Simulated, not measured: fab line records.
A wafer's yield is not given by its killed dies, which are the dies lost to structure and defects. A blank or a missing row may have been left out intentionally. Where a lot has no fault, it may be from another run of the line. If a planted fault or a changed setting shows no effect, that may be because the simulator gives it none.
The tool behind it: which one? + flow sky130 + Sampling: 14 lots, 42 wafers, 3 of 708 route steps

## WHAT EACH GAUGE READ, for each wafer
SKY_VIA3_OVL_MEAS_13. Usual: VIA3_OVL typically reads -4 nm, with standard deviation 5.3.
| lot  | measured     | on         | VIA3_OVL (nm) | flag |
|------|--------------|------------|---------------|------|
| L417 | day 40 02:28 | overlay-01 | -18 -8 -15    |      |
| L418 | day 40 03:27 | overlay-01 | -1 2 0        |      |
| L419 | day 40 17:03 | overlay-01 | -16 -6 -13    |      |
| L421 | day 41 20:48 | overlay-01 | -3 -20 -11    |      |
| L422 | day 41 21:29 | overlay-02 | -5 -13 -2     |      |
| L424 | day 42 02:34 | overlay-01 | -4 0 -3       |      |
| L425 | day 42 10:08 | overlay-02 | -8 -3 -13     |      |
| L426 | day 42 23:32 | overlay-02 | -4 -10 -5     |      |
| L428 | day 43 06:15 | overlay-01 | -12 -6 -9     |      |
| L433 | day 44 21:58 | overlay-02 | -11 -8 -4     |      |
| L434 | day 45 01:35 | overlay-02 | 7 2 2         |      |
| L435 | day 45 02:40 | overlay-01 | 5 -5 3        |      |
| L437 | day 45 14:48 | overlay-02 | 3 -1 1        |      |
| L439 | day 46 11:06 | overlay-01 | 3 -6 -8       |      |

SKY_VIA3_THK_MEAS_23: measures by xrf. Usual: VIA3_W_THK typically reads 394 nm, with standard deviation 5.2.
| lot  | measured     | on            | VIA3_W_THK (nm) | flag |
|------|--------------|---------------|-----------------|------|
| L417 | day 40 03:31 | film metro-04 | 388 385 386     |      |
| L418 | day 40 04:29 | film metro-04 | 385 384 389     |      |
| L419 | day 40 18:08 | film metro-02 | 389 395 395     |      |
| L421 | day 41 21:51 | film metro-01 | 394 401 395     |      |
| L422 | day 41 22:35 | film metro-04 | 388 387 393     |      |
| L424 | day 42 03:37 | film metro-04 | 399 397 392     |      |
| L425 | day 42 11:11 | film metro-04 | 390 397 397     |      |
| L426 | day 43 00:34 | film metro-04 | 395 390 399     |      |
| L428 | day 43 07:17 | film metro-02 | 395 393 394     |      |
| L433 | day 44 23:01 | film metro-04 | 390 395 398     |      |
| L434 | day 45 02:38 | film metro-01 | 404 398 407     |      |
| L435 | day 45 03:41 | film metro-01 | 404 402 405     |      |
| L437 | day 45 15:52 | film metro-02 | 397 397 396     |      |
| L439 | day 46 12:08 | film metro-02 | 391 388 391     |      |

## TOOL THAT RAN EACH LOT (tool first, then ch and the chambers of the sampled wafers, then the start)
| lot  | SKY_VIA3_CVD_21               |
|------|-------------------------------|
| L417 | cvd w-02 ch 0,1, day 40 03:17 |
| L418 | cvd w-01 ch 0,1, day 40 04:14 |
| L419 | cvd w-01 ch 0,1, day 40 17:55 |
| L421 | cvd w-02 ch 0,1, day 41 21:37 |
| L422 | cvd w-02 ch 0,1, day 41 22:20 |
| L424 | cvd w-02 ch 0,1, day 42 03:23 |
| L425 | cvd w-01 ch 0, day 42 10:56   |
| L426 | cvd w-02 ch 0,1, day 43 00:20 |
| L428 | cvd w-01 ch 0, day 43 07:03   |
| L433 | cvd w-01 ch 0,1, day 44 22:45 |
| L434 | cvd w-01 ch 0,1, day 45 02:23 |
| L435 | cvd w-01 ch 1, day 45 03:26   |
| L437 | cvd w-01 ch 0,1, day 45 15:38 |
| L439 | cvd w-01 ch 0,1, day 46 11:53 |
- SKY_VIA3_CVD_21: deposits W, target thk 390 nm, time 117.31 s.

## WHAT THE TOOLS THEMSELVES READ (means of the sampled wafers that have a number; where no wafer has one, the mark that the record gives instead)
SKY_VIA3_CVD_21. Usual: 835 W for heater power w, sd 67.
| lot  | tool     | heater power w (W) | flag |
|------|----------|--------------------|------|
| L417 | cvd w-02 | 872                |      |
| L418 | cvd w-01 | 799                |      |
| L419 | cvd w-01 | 852                |      |
| L421 | cvd w-02 | 877                |      |
| L422 | cvd w-02 | 864                |      |
| L424 | cvd w-02 | 883                |      |
| L425 | cvd w-01 | 738                |      |
| L426 | cvd w-02 | 860                |      |
| L428 | cvd w-01 | 749                |      |
| L433 | cvd w-01 | 786                |      |
| L434 | cvd w-01 | 785                |      |
| L435 | cvd w-01 | 882                |      |
| L437 | cvd w-01 | 848                |      |
| L439 | cvd w-01 | 797                |      |

## THE ANSWER, worked out from the rows above alone
Rule: a lot is off if the mean of its wafers that have a number lies more than 3 standard deviations from the usual mean. Also off: a lot with no number at a reading for which 4 or more lots have one. Where the step has rows for the other lots, those lots are counted as sound. The gauges are gone through in route order, then the tools' own readings, and for those a lot's mean is taken as printed above. The first step at which some lot is off is used, and at that step the reading that is off furthest; a lot without a number counts as furthest.
Nothing can be told from this: no lot is off at any reading shown.

## WHAT THE SIMULATOR PUT IN
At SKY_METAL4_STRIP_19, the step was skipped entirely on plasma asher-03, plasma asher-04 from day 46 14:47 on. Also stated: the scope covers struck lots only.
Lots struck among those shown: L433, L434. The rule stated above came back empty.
